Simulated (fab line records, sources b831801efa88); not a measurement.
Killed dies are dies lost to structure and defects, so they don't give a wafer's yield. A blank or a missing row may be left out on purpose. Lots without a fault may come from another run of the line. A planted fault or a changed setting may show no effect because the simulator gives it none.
Which tool did it? | flow sky130 | 7 lots, 20 wafers sampled, at 2 steps of a route of 708

WHAT THE GAUGES READ, wafer by wafer
SKY_SONOS_TUNNEL_CD_MEAS_07: target cd 410 nm.
lot  | measured     | on        | cd_nm (nm)
L847 | day 11 12:26 | cd_sem-02 | 406.9 407.2 408.3
L849 | day 12 09:10 | cd_sem-02 | 407.9 406.8 410.2
L851 | day 12 18:37 | cd_sem-01 | 410.0 408.5 412.2
L854 | day 13 17:13 | cd_sem-02 | 408.1 408.1 411.0
L856 | day 14 09:25 | cd_sem-01 | 410.7 408.7 409.7
L858 | day 14 23:31 | cd_sem-01 | 411.1 409.5 410.0
L862 | day 16 21:56 | cd_sem-02 | 446.4 414.8

WHICH TOOL RAN EACH LOT (tool, then ch and the chambers of the sampled wafers, then the start)
lot  | SKY_SONOS_TUNNEL_DEVELOP_06
L847 | litho_track-02 ch 0, day 11 12:17
L849 | litho_track-01 ch 0, day 12 09:02
L851 | litho_track-02 ch 0, day 12 18:28
L854 | litho_track-03 ch 0, day 13 17:05
L856 | litho_track-02 ch 0, day 14 09:16
L858 | litho_track-02 ch 0, day 14 23:22
L862 | litho_track-02 ch 0, day 16 21:48
- SKY_SONOS_TUNNEL_DEVELOP_06: develop time 60 s.

THE ANSWER, worked out from the rows above alone
Rule: what is usual is taken from the lots themselves. Put in order of their means at a reading, lots are off if they are a third of the lots or fewer, leave a main group of 4 or more, and stand apart from it by a gap of 3 or more times the standard deviation of the main group's means; of several such gaps the widest counts. A main group whose means are all the same, to the digits that the tables above print for the reading, isn't used. A lot without any number at a reading at which 4 lots or more have one is off too. The other lots that the step has rows for count as sound.
Off: L862, at SKY_SONOS_TUNNEL_CD_MEAS_07 (cd_nm). The main group: mean 409.2 nm, standard deviation 1.
A tool fits if, at a process step before that reading, it ran every lot that is off, and no sound lot after the first of them. The gauges at SKY_SONOS_TUNNEL_CD_MEAS_07 are tried like those tools. Can't be told from this: 2 tools fit, litho_track-02 at SKY_SONOS_TUNNEL_DEVELOP_06, cd_sem-02 at SKY_SONOS_TUNNEL_CD_MEAS_07.

WHAT THE SIMULATOR HAD PUT IN
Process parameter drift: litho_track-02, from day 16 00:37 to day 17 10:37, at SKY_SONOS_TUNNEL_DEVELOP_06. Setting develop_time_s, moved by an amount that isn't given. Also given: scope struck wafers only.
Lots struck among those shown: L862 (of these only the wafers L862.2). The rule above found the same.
